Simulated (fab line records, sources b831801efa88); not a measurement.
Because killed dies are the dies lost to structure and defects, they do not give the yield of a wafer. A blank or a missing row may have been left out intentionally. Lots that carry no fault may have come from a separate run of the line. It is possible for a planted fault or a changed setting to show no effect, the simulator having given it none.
What tool caused it? / flow gf180mcu / 6 lots with 18 wafers sampled at 2 steps, on a route of 602 steps

== WHAT THE GAUGES READ, wafer by wafer ==
GF_V4_THK_MEAS_03.
lot=L809; measured=day 25 00:35; on=filmMetro-03; V4_CVD_02_THK (nm)=844 853 855
lot=L812; measured=day 25 19:31; on=filmMetro-04; V4_CVD_02_THK (nm)=832 850 851
lot=L815; measured=day 26 13:43; on=filmMetro-04; V4_CVD_02_THK (nm)=847 838 851
lot=L818; measured=day 27 10:01; on=filmMetro-04; V4_CVD_02_THK (nm)=830 841 855
lot=L821; measured=day 28 05:26; on=filmMetro-04; V4_CVD_02_THK (nm)=840 834 845
lot=L827; measured=day 29 22:02; on=filmMetro-04; V4_CVD_02_THK (nm)=852 835 868

== TOOL THAT RAN EACH LOT (tool first, then ch and the chambers of the sampled wafers, then the start) ==
lot=L809; GF_M4_SPUTTER_04=pvdSputter-02, day 24 01:05
lot=L812; GF_M4_SPUTTER_04=pvdSputter-01, day 24 21:13
lot=L815; GF_M4_SPUTTER_04=pvdSputter-03, day 25 15:10
lot=L818; GF_M4_SPUTTER_04=pvdSputter-01, day 26 12:25
lot=L821; GF_M4_SPUTTER_04=pvdSputter-03, day 27 08:28
lot=L827; GF_M4_SPUTTER_04=pvdSputter-01, day 29 01:43
- GF_M4_SPUTTER_04: material TiN, target thk 50 nm, time 41.7 s.

== THE ANSWER, worked out from the rows above alone ==
Rule: usual is defined by the lots themselves. The widest of any qualifying gaps counts: lots, ordered by their means at a reading, are off when they make up no more than a third of the lots, leave a main group of 4 or more, and stand apart from it by 3 or more times the standard deviation of that group's means. A main group whose means are all the same, to the digits that the tables above print for the reading, isn't used. A lot without any number at a reading at which 4 lots or more have one is off too. Any other lot the step has rows for is counted as sound.
No lot is off at any reading shown: from this, nothing can be told.

== WHAT THE SIMULATOR HAD INSERTED ==
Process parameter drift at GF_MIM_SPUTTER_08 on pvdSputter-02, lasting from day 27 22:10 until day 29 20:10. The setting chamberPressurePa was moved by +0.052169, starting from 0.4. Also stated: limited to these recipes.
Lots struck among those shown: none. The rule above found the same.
